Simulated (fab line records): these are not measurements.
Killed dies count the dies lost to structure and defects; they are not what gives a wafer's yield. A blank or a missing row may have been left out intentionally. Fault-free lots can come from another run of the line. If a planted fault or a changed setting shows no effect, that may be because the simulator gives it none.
fab line records :: flow gf180mcu :: part 2 of 2: steps 33 to 45 of 45
record:
  lots: 5
  wafers: 15
  last-day: 34
route steps=602 shown HV_LDD@200 NSD@235
lots that met no fault: from a run of the same line without faults
start-h: start of the lot's first displayed wafer, in hours after the record's first day :: wait-h: hours from the lot's prior step to this one :: " unchanged from the row above :: L1.1+2: a row that stands for several wafers :: - no value, or no start was given :: * or withheld: withheld :: < > ~ a bound
route shown NAME@n: NAME is a module with steps in the file, n the number in the route of the first one :: usual: average and standard deviation across the fault-free wafers :: same: alike in all rows :: chamber/n: place in a boat :: sites: per-site readings :: _std_site: standard deviation of those values :: _edge_site: outer sites' mean less inner sites' :: radius-mm: for every site, how far away it sits from the centre of the wafer :: mask NAME#n: copy n :: behind: the most recent tool/chamber to have shaped the wafer :: hold: why the lot went on hold/how many hours it stayed there/how the hold came to an end :: device: the transistor (n, p or np) that didn't switch :: end of line: tests of these same wafers at the route's end :: where a step has no rows: the recipe by itself :: killed: not the wafer's yield, but the dies lost to structure and defects at the first sort :: map: a wafer's dies, x killed, . not, _ none there
set.NAME: the run value of the setting; set.NAME@STEP: its run value at that earlier step :: model.NAME: the simulator's own value behind a step, which no gauge read
a table for each step, a row for each wafer; lots at some steps of the route
services: when a tool's chamber went out of use (start-h, in hours from the record's first day, below 0 if earlier), for how many hours, and the reason
== steps ==
step: GF_HV_LDD_CVD_56
recipe:
  material: Si3N4
  precursor: DCS/NH3
  target-thk-nm: 90
  temp-c: 770
  time-s: 1543
  pressure-mtorr: 250
usual:
  spike-tc-bottom-C: 790/3.2
  susceptor-temp-C: 770.0/0.33
same:
  time-s: 1543
lot.wafer: L075.4
tool: lpcvd-02
chamber: 0
start-h: 290.49
wait-h: 0.0
spike-tc-bottom-C: 790
susceptor-temp-C: 770.0

lot.wafer: L075.5
tool: lpcvd-02
chamber: 0
start-h: 290.49
wait-h: 0.0
spike-tc-bottom-C: 788
susceptor-temp-C: 769.8

lot.wafer: L075.6
tool: lpcvd-02
chamber: 0
start-h: 290.49
wait-h: 0.0
spike-tc-bottom-C: 791
susceptor-temp-C: 770.1

lot.wafer: L081.3
tool: lpcvd-02
chamber: 0
start-h: 340.12
wait-h: 0.0
spike-tc-bottom-C: 789
susceptor-temp-C: 769.7

lot.wafer: L081.4
tool: lpcvd-02
chamber: 0
start-h: 340.12
wait-h: 0.0
spike-tc-bottom-C: 793
susceptor-temp-C: 769.3

lot.wafer: L081.5
tool: lpcvd-02
chamber: 0
start-h: 340.12
wait-h: 0.0
spike-tc-bottom-C: 790
susceptor-temp-C: 769.9

lot.wafer: L089.2
tool: lpcvd-01
chamber: 1
start-h: 402.62
wait-h: 0.0
spike-tc-bottom-C: 787
susceptor-temp-C: 769.2

lot.wafer: L089.4
tool: lpcvd-01
chamber: 1
start-h: 402.62
wait-h: 0.0
spike-tc-bottom-C: 787
susceptor-temp-C: 769.1

lot.wafer: L089.5
tool: lpcvd-01
chamber: 1
start-h: 402.62
wait-h: 0.0
spike-tc-bottom-C: 786
susceptor-temp-C: 769.5

lot.wafer: L092.1
tool: lpcvd-02
chamber: 0
start-h: 430.87
wait-h: 0.1
spike-tc-bottom-C: 790
susceptor-temp-C: 770.3

lot.wafer: L092.2
tool: lpcvd-02
chamber: 0
start-h: 430.87
wait-h: 0.1
spike-tc-bottom-C: 791
susceptor-temp-C: 770.1

lot.wafer: L092.4
tool: lpcvd-02
chamber: 0
start-h: 430.87
wait-h: 0.1
spike-tc-bottom-C: 790
susceptor-temp-C: 770.6

lot.wafer: L095.1
tool: lpcvd-01
chamber: 0
start-h: 448.47
wait-h: 0.1
spike-tc-bottom-C: 795
susceptor-temp-C: 769.5

lot.wafer: L095.2
tool: lpcvd-01
chamber: 0
start-h: 448.47
wait-h: 0.1
spike-tc-bottom-C: 793
susceptor-temp-C: 769.8

lot.wafer: L095.3
tool: lpcvd-01
chamber: 0
start-h: 448.47
wait-h: 0.1
spike-tc-bottom-C: 794
susceptor-temp-C: 769.6
step: GF_HV_LDD_THK_MEAS_57
recipe:
  reads: Si3N4_of_HV_LDD_CVD_56
usual:
  HV_LDD_CVD_56_THK: 89.8/0.84
lot.wafer: L075.4
tool: film-metro-02
chamber: -
start-h: 291.95
wait-h: 0.0
HV_LDD_CVD_56_THK[nm]: 90.1

lot.wafer: L075.5
tool: film-metro-02
chamber: -
start-h: 291.95
wait-h: 0.0
HV_LDD_CVD_56_THK[nm]: 90.3

lot.wafer: L075.6
tool: film-metro-02
chamber: -
start-h: 291.95
wait-h: 0.0
HV_LDD_CVD_56_THK[nm]: 89.9

lot.wafer: L081.3
tool: film-metro-04
chamber: -
start-h: 341.57
wait-h: 0.0
HV_LDD_CVD_56_THK[nm]: 88.3

lot.wafer: L081.4
tool: film-metro-04
chamber: -
start-h: 341.57
wait-h: 0.0
HV_LDD_CVD_56_THK[nm]: 89.0

lot.wafer: L081.5
tool: film-metro-04
chamber: -
start-h: 341.57
wait-h: 0.0
HV_LDD_CVD_56_THK[nm]: 89.1

lot.wafer: L089.2
tool: film-metro-04
chamber: -
start-h: 404.06
wait-h: 0.0
HV_LDD_CVD_56_THK[nm]: 91.0

lot.wafer: L089.4
tool: film-metro-04
chamber: -
start-h: 404.06
wait-h: 0.0
HV_LDD_CVD_56_THK[nm]: 90.5

lot.wafer: L089.5
tool: film-metro-04
chamber: -
start-h: 404.06
wait-h: 0.0
HV_LDD_CVD_56_THK[nm]: 91.1

lot.wafer: L092.1
tool: film-metro-04
chamber: -
start-h: 432.30
wait-h: 0.0
HV_LDD_CVD_56_THK[nm]: 89.6

lot.wafer: L092.2
tool: film-metro-04
chamber: -
start-h: 432.30
wait-h: 0.0
HV_LDD_CVD_56_THK[nm]: 89.8

lot.wafer: L092.4
tool: film-metro-04
chamber: -
start-h: 432.30
wait-h: 0.0
HV_LDD_CVD_56_THK[nm]: 88.6

lot.wafer: L095.1
tool: film-metro-04
chamber: -
start-h: 450.61
wait-h: 0.0
HV_LDD_CVD_56_THK[nm]: 90.0

lot.wafer: L095.2
tool: film-metro-04
chamber: -
start-h: 450.61
wait-h: 0.0
HV_LDD_CVD_56_THK[nm]: 90.9

lot.wafer: L095.3
tool: film-metro-04
chamber: -
start-h: 450.61
wait-h: 0.0
HV_LDD_CVD_56_THK[nm]: 89.7
step: GF_HV_LDD_ETCHBACK_58
recipe:
  chemistry: CH3F/O2
  target: Si3N4
  stop-on: SiO2
  source-w: 400
  bias-w: 80
  pressure-mtorr: 25
  ch3f-flow-sccm: 40
  O2_flow_sccm: 30
  time-s: 100
  target-depth-a: 900
usual:
  drypump-motor-current-A: 5.5/0.37
  oes-product-au: 0.842/0.0069
  throttle-valve-pct: 10.560/0.0089
same:
  time-s: 100
lot.wafer: L075.4
tool: rie-diel-02
chamber: 0
start-h: 291.98
wait-h: 0.0
drypump-motor-current-A: 5.9
oes-product-au: 0.839
rf-hours-counter-h: 42
throttle-valve-pct: 10.563

lot.wafer: L075.5
tool: rie-diel-02
chamber: 1
start-h: 291.98
wait-h: 0.0
drypump-motor-current-A: 5.6
oes-product-au: 0.838
rf-hours-counter-h: -
throttle-valve-pct: 10.570

lot.wafer: L075.6
tool: rie-diel-02
chamber: 2
start-h: 291.98
wait-h: 0.0
drypump-motor-current-A: 4.9
oes-product-au: 0.847
rf-hours-counter-h: -
throttle-valve-pct: 10.555

lot.wafer: L081.3
tool: rie-diel-04
chamber: 2
start-h: 341.61
wait-h: 0.0
drypump-motor-current-A: 4.9
oes-product-au: 0.831
rf-hours-counter-h: 4
throttle-valve-pct: 10.562

lot.wafer: L081.4
tool: rie-diel-04
chamber: 2
start-h: 341.61
wait-h: 0.0
drypump-motor-current-A: 4.9
oes-product-au: 0.831
rf-hours-counter-h: -
throttle-valve-pct: 10.556

lot.wafer: L081.5
tool: rie-diel-04
chamber: 1
start-h: 341.61
wait-h: 0.0
drypump-motor-current-A: 6.1
oes-product-au: 0.841
rf-hours-counter-h: -
throttle-valve-pct: 10.535

lot.wafer: L089.2
tool: rie-diel-01
chamber: 3
start-h: 404.11
wait-h: 0.0
drypump-motor-current-A: 5.5
oes-product-au: 0.844
rf-hours-counter-h: 3
throttle-valve-pct: 10.555

lot.wafer: L089.4
tool: rie-diel-01
chamber: 2
start-h: 404.11
wait-h: 0.0
drypump-motor-current-A: 5.2
oes-product-au: 0.848
rf-hours-counter-h: 19
throttle-valve-pct: 10.555

lot.wafer: L089.5
tool: rie-diel-01
chamber: 0
start-h: 404.11
wait-h: 0.0
drypump-motor-current-A: 5.5
oes-product-au: 0.843
rf-hours-counter-h: -
throttle-valve-pct: 10.572

lot.wafer: L092.1
tool: rie-diel-02
chamber: 1
start-h: 432.36
wait-h: 0.1
drypump-motor-current-A: 5.6
oes-product-au: 0.843
rf-hours-counter-h: 55
throttle-valve-pct: 10.554

lot.wafer: L092.2
tool: rie-diel-02
chamber: 0
start-h: 432.36
wait-h: 0.1
drypump-motor-current-A: 5.8
oes-product-au: 0.848
rf-hours-counter-h: 46
throttle-valve-pct: 10.553

lot.wafer: L092.4
tool: rie-diel-02
chamber: 3
start-h: 432.36
wait-h: 0.1
drypump-motor-current-A: 5.5
oes-product-au: 0.840
rf-hours-counter-h: -
throttle-valve-pct: 10.558

lot.wafer: L095.1
tool: rie-diel-04
chamber: 0
start-h: 450.67
wait-h: 0.1
drypump-motor-current-A: 6.0
oes-product-au: 0.843
rf-hours-counter-h: 19
throttle-valve-pct: 10.555

lot.wafer: L095.2
tool: rie-diel-04
chamber: 1
start-h: 450.67
wait-h: 0.1
drypump-motor-current-A: 6.1
oes-product-au: 0.853
rf-hours-counter-h: 2
throttle-valve-pct: 10.571

lot.wafer: L095.3
tool: rie-diel-04
chamber: 2
start-h: 450.67
wait-h: 0.1
drypump-motor-current-A: 4.9
oes-product-au: 0.837
rf-hours-counter-h: 6
throttle-valve-pct: 10.557
step: GF_NSD_DEHYDRATE_00
recipe:
  temp-c: 200
  time-s: 60
same:
  time-s: 60
lot.wafer: L075.4+5+6
tool: litho-track-02
chamber: 0
start-h: 301.45
wait-h: 9.4

lot.wafer: L081.3+4+5
tool: litho-track-01
chamber: 0
start-h: 351.34
wait-h: 9.7

lot.wafer: L089.2+4+5
tool: litho-track-02
chamber: 0
start-h: 414.90
wait-h: 10.7

lot.wafer: L092.1+2+4
tool: litho-track-01
chamber: 0
start-h: 444.34
wait-h: 11.9

lot.wafer: L095.1+2+3
tool: litho-track-04
chamber: 0
start-h: 462.48
wait-h: 11.8
step: GF_NSD_HMDS_01
recipe:
  prime-time-s: 60
  prime-temp-c: 120
lot.wafer: L075.4+5+6
tool: litho-track-02
chamber: 0
start-h: 301.60
wait-h: 0.1

lot.wafer: L081.3+4+5
tool: litho-track-01
chamber: 0
start-h: 351.49
wait-h: 0.1

lot.wafer: L089.2+4+5
tool: litho-track-02
chamber: 0
start-h: 415.05
wait-h: 0.1

lot.wafer: L092.1+2+4
tool: litho-track-01
chamber: 0
start-h: 444.49
wait-h: 0.1

lot.wafer: L095.1+2+3
tool: litho-track-04
chamber: 0
start-h: 462.63
wait-h: 0.1
step: GF_NSD_COAT_02
recipe:
  resist: NOVOLAK
  spin-rpm: 3000
  resist-thk-nm: 1000
usual:
  spin-speed-rpm: 2999.8/1.6
lot.wafer: L075.4
tool: litho-track-02
chamber: 0
start-h: 301.75
wait-h: 0.1
spin-speed-rpm: 2999.8

lot.wafer: L075.5
tool: litho-track-02
chamber: 0
start-h: 301.75
wait-h: 0.1
spin-speed-rpm: 3002.2

lot.wafer: L075.6
tool: litho-track-02
chamber: 0
start-h: 301.75
wait-h: 0.1
spin-speed-rpm: 3001.0

lot.wafer: L081.3
tool: litho-track-01
chamber: 0
start-h: 351.64
wait-h: 0.1
spin-speed-rpm: 3001.7

lot.wafer: L081.4
tool: litho-track-01
chamber: 0
start-h: 351.64
wait-h: 0.1
spin-speed-rpm: 2998.8

lot.wafer: L081.5
tool: litho-track-01
chamber: 0
start-h: 351.64
wait-h: 0.1
spin-speed-rpm: 3000.6

lot.wafer: L089.2
tool: litho-track-02
chamber: 0
start-h: 415.20
wait-h: 0.1
spin-speed-rpm: 2997.3

lot.wafer: L089.4
tool: litho-track-02
chamber: 0
start-h: 415.20
wait-h: 0.1
spin-speed-rpm: 2997.1

lot.wafer: L089.5
tool: litho-track-02
chamber: 0
start-h: 415.20
wait-h: 0.1
spin-speed-rpm: 2999.6

lot.wafer: L092.1
tool: litho-track-01
chamber: 0
start-h: 444.64
wait-h: 0.1
spin-speed-rpm: 3000.3

lot.wafer: L092.2
tool: litho-track-01
chamber: 0
start-h: 444.64
wait-h: 0.1
spin-speed-rpm: 2999.9

lot.wafer: L092.4
tool: litho-track-01
chamber: 0
start-h: 444.64
wait-h: 0.1
spin-speed-rpm: 2995.8

lot.wafer: L095.1
tool: litho-track-04
chamber: 0
start-h: 462.78
wait-h: 0.1
spin-speed-rpm: 2998.3

lot.wafer: L095.2
tool: litho-track-04
chamber: 0
start-h: 462.78
wait-h: 0.1
spin-speed-rpm: 3001.0

lot.wafer: L095.3
tool: litho-track-04
chamber: 0
start-h: 462.78
wait-h: 0.1
spin-speed-rpm: 2998.5
step: GF_NSD_SOFTBAKE_03
recipe:
  temp-c: 90
  time-s: 60
  resist: NOVOLAK
same:
  time-s: 60
lot.wafer: L075.4+5+6
tool: litho-track-02
chamber: 0
start-h: 301.90
wait-h: 0.1

lot.wafer: L081.3+4+5
tool: litho-track-01
chamber: 0
start-h: 351.79
wait-h: 0.1

lot.wafer: L089.2+4+5
tool: litho-track-02
chamber: 0
start-h: 415.35
wait-h: 0.1

lot.wafer: L092.1+2+4
tool: litho-track-01
chamber: 0
start-h: 444.79
wait-h: 0.1

lot.wafer: L095.1+2+3
tool: litho-track-04
chamber: 0
start-h: 462.93
wait-h: 0.1
step: GF_NSD_EXPOSE_04
recipe:
  mask-id: Nplus
  target-cd-nm: 400
  na: 0.6
  source-shape: conventional
  sigma-outer: 0.6
  dose-mj: 140
lot.wafer: L075.4+5+6
tool: iline-stepper-01
chamber: 0
start-h: -
wait-h: -
mask: Nplus#0

lot.wafer: L081.3+4+5
tool: iline-stepper-02
chamber: 0
start-h: -
wait-h: -
mask: Nplus#0

lot.wafer: L089.2+4+5
tool: iline-stepper-02
chamber: 0
start-h: -
wait-h: -
mask: Nplus#0

lot.wafer: L092.1+2+4
tool: iline-stepper-02
chamber: 0
start-h: -
wait-h: -
mask: Nplus#0

lot.wafer: L095.1+2+3
tool: iline-stepper-01
chamber: 0
start-h: -
wait-h: -
mask: Nplus#0
step: GF_NSD_PEB_05
recipe:
  temp-c: withheld
  time-s: *
  resist: NOVOLAK
same:
  time-s: *
lot.wafer: L075.4+5+6
tool: litho-track-04
chamber: 0
start-h: -
wait-h: -

lot.wafer: L081.3+4+5
tool: litho-track-01
chamber: 0
start-h: -
wait-h: -

lot.wafer: L089.2+4+5
tool: litho-track-02
chamber: 0
start-h: -
wait-h: -

lot.wafer: L092.1+2+4
tool: litho-track-04
chamber: 0
start-h: -
wait-h: -

lot.wafer: L095.1+2+3
tool: litho-track-02
chamber: 0
start-h: -
wait-h: -
step: GF_NSD_DEVELOP_06
recipe:
  develop-time-s: 60
  dev-temp-c: 23
lot.wafer: L075.4+5+6
tool: litho-track-04
chamber: 0
start-h: 311.56
wait-h: 0.1

lot.wafer: L081.3+4+5
tool: litho-track-01
chamber: 0
start-h: 362.89
wait-h: 0.1

lot.wafer: L089.2+4+5
tool: litho-track-02
chamber: 0
start-h: 427.60
wait-h: 0.1

lot.wafer: L092.1+2+4
tool: litho-track-04
chamber: 0
start-h: 457.43
wait-h: 0.1

lot.wafer: L095.1+2+3
tool: litho-track-02
chamber: 0
start-h: 474.72
wait-h: 0.1
step: GF_NSD_CD_MEAS_07
recipe:
  target-cd-nm: 400
usual:
  cd-nm: 399.6/2.4
lot.wafer: L075.4
tool: cd-sem-02
chamber: -
start-h: 311.69
wait-h: 0.1
cd-nm: 398.8

lot.wafer: L075.5
tool: cd-sem-02
chamber: -
start-h: 311.69
wait-h: 0.1
cd-nm: 400.3

lot.wafer: L075.6
tool: cd-sem-02
chamber: -
start-h: 311.69
wait-h: 0.1
cd-nm: 400.5

lot.wafer: L081.3
tool: cd-sem-02
chamber: -
start-h: 363.03
wait-h: 0.1
cd-nm: 401.6

lot.wafer: L081.4
tool: cd-sem-02
chamber: -
start-h: 363.03
wait-h: 0.1
cd-nm: 399.1

lot.wafer: L081.5
tool: cd-sem-02
chamber: -
start-h: 363.03
wait-h: 0.1
cd-nm: 400.1

lot.wafer: L089.2
tool: cd-sem-01
chamber: -
start-h: 427.74
wait-h: 0.1
cd-nm: 404.5

lot.wafer: L089.4
tool: cd-sem-01
chamber: -
start-h: 427.74
wait-h: 0.1
cd-nm: 404.3

lot.wafer: L089.5
tool: cd-sem-01
chamber: -
start-h: 427.74
wait-h: 0.1
cd-nm: 404.3

lot.wafer: L092.1
tool: cd-sem-02
chamber: -
start-h: 457.58
wait-h: 0.1
cd-nm: 398.7

lot.wafer: L092.2
tool: cd-sem-02
chamber: -
start-h: 457.58
wait-h: 0.1
cd-nm: 401.1

lot.wafer: L092.4
tool: cd-sem-02
chamber: -
start-h: 457.58
wait-h: 0.1
cd-nm: 397.8

lot.wafer: L095.1
tool: cd-sem-02
chamber: -
start-h: 474.87
wait-h: 0.1
cd-nm: 398.9

lot.wafer: L095.2
tool: cd-sem-02
chamber: -
start-h: 474.87
wait-h: 0.1
cd-nm: 399.0

lot.wafer: L095.3
tool: cd-sem-02
chamber: -
start-h: 474.87
wait-h: 0.1
cd-nm: 398.5
step: GF_NSD_OVL_MEAS_08
usual:
  NSD_OVL: -0.2/1.4
lot.wafer: L075.4
tool: overlay-01
chamber: -
start-h: 311.77
wait-h: 0.1
NSD_OVL[nm]: -3.4

lot.wafer: L075.5
tool: overlay-01
chamber: -
start-h: 311.77
wait-h: 0.1
NSD_OVL[nm]: -2.3

lot.wafer: L075.6
tool: overlay-01
chamber: -
start-h: 311.77
wait-h: 0.1
NSD_OVL[nm]: -4.4

lot.wafer: L081.3
tool: overlay-02
chamber: -
start-h: 363.12
wait-h: 0.1
NSD_OVL[nm]: -1.2

lot.wafer: L081.4
tool: overlay-02
chamber: -
start-h: 363.12
wait-h: 0.1
NSD_OVL[nm]: 0.3

lot.wafer: L081.5
tool: overlay-02
chamber: -
start-h: 363.12
wait-h: 0.1
NSD_OVL[nm]: -1.1

lot.wafer: L089.2
tool: overlay-02
chamber: -
start-h: 427.85
wait-h: 0.1
NSD_OVL[nm]: 1.7

lot.wafer: L089.4
tool: overlay-02
chamber: -
start-h: 427.85
wait-h: 0.1
NSD_OVL[nm]: 0.9

lot.wafer: L089.5
tool: overlay-02
chamber: -
start-h: 427.85
wait-h: 0.1
NSD_OVL[nm]: 1.8

lot.wafer: L092.1
tool: overlay-02
chamber: -
start-h: 457.70
wait-h: 0.1
NSD_OVL[nm]: -0.4

lot.wafer: L092.2
tool: overlay-02
chamber: -
start-h: 457.70
wait-h: 0.1
NSD_OVL[nm]: 1.7

lot.wafer: L092.4
tool: overlay-02
chamber: -
start-h: 457.70
wait-h: 0.1
NSD_OVL[nm]: -0.3

lot.wafer: L095.1
tool: overlay-02
chamber: -
start-h: 474.99
wait-h: 0.1
NSD_OVL[nm]: -0.6

lot.wafer: L095.2
tool: overlay-02
chamber: -
start-h: 474.99
wait-h: 0.1
NSD_OVL[nm]: -0.4

lot.wafer: L095.3
tool: overlay-02
chamber: -
start-h: 474.99
wait-h: 0.1
NSD_OVL[nm]: -1.1
step: GF_NSD_IMPLANT_09
recipe:
  species: As
  energy-kev: 60
  dose-cm2: 4e+15
  tilt-deg: 7
lot.wafer: L075.4+5+6
tool: implanter-01
chamber: 0
start-h: 311.86
wait-h: 0.1

lot.wafer: L081.3+4+5
tool: implanter-01
chamber: 0
start-h: 363.20
wait-h: 0.1

lot.wafer: L089.2+4+5
tool: implanter-01
chamber: 0
start-h: 427.90
wait-h: 0.0

lot.wafer: L092.1+2+4
tool: implanter-04
chamber: 0
start-h: 457.74
wait-h: 0.0

lot.wafer: L095.1+2+3
tool: implanter-01
chamber: 0
start-h: 475.03
wait-h: 0.0
== services ==
tool: implanter-01
chamber: -
start-h: 234.73
hours: 0.8
kind: repair

tool: rtp-anneal-02
chamber: -
start-h: 239.86
hours: 5.8
kind: pm

tool: implanter-02
chamber: -
start-h: 240.01
hours: 12.7
kind: pm

tool: implanter-03
chamber: -
start-h: 253.14
hours: 1.8
kind: repair

tool: plasma-asher-03
chamber: -
start-h: 255.19
hours: 1.0
kind: repair

tool: iline-stepper-01
chamber: -
start-h: 265.85
hours: 3.5
kind: repair

tool: implanter-03
chamber: -
start-h: 266.14
hours: 2.5
kind: repair

tool: rie-diel-04
chamber: -
start-h: 277.15
hours: 2.8
kind: pm

tool: implanter-02
chamber: -
start-h: 278.43
hours: 106.0
kind: repair

tool: rie-diel-04
chamber: -
start-h: 280.34
hours: 1.8
kind: repair

tool: iline-stepper-02
chamber: -
start-h: 296.65
hours: 1.7
kind: pm

tool: rie-diel-02
chamber: 2
start-h: 306.24
hours: 2.6
kind: repair

tool: iline-stepper-01
chamber: -
start-h: 317.70
hours: 1.7
kind: pm

tool: plasma-asher-03
chamber: -
start-h: 320.15
hours: 2.0
kind: repair

tool: implanter-04
chamber: -
start-h: 354.18
hours: 32.5
kind: pm

tool: iline-stepper-02
chamber: -
start-h: 365.84
hours: 2.1
kind: pm

tool: plasma-asher-04
chamber: -
start-h: 366.69
hours: 0.9
kind: repair

tool: implanter-04
chamber: -
start-h: 399.80
hours: 12.0
kind: repair

tool: implanter-02
chamber: -
start-h: 407.42
hours: 4.1
kind: repair

tool: implanter-02
chamber: -
start-h: 414.75
hours: 6.4
kind: repair

tool: implanter-03
chamber: -
start-h: 445.44
hours: 15.4
kind: pm

tool: implanter-02
chamber: -
start-h: 454.31
hours: 2.5
kind: repair

tool: implanter-03
chamber: -
start-h: 464.20
hours: 8.4
kind: repair

tool: plasma-asher-04
chamber: -
start-h: 464.47
hours: 2.4
kind: repair
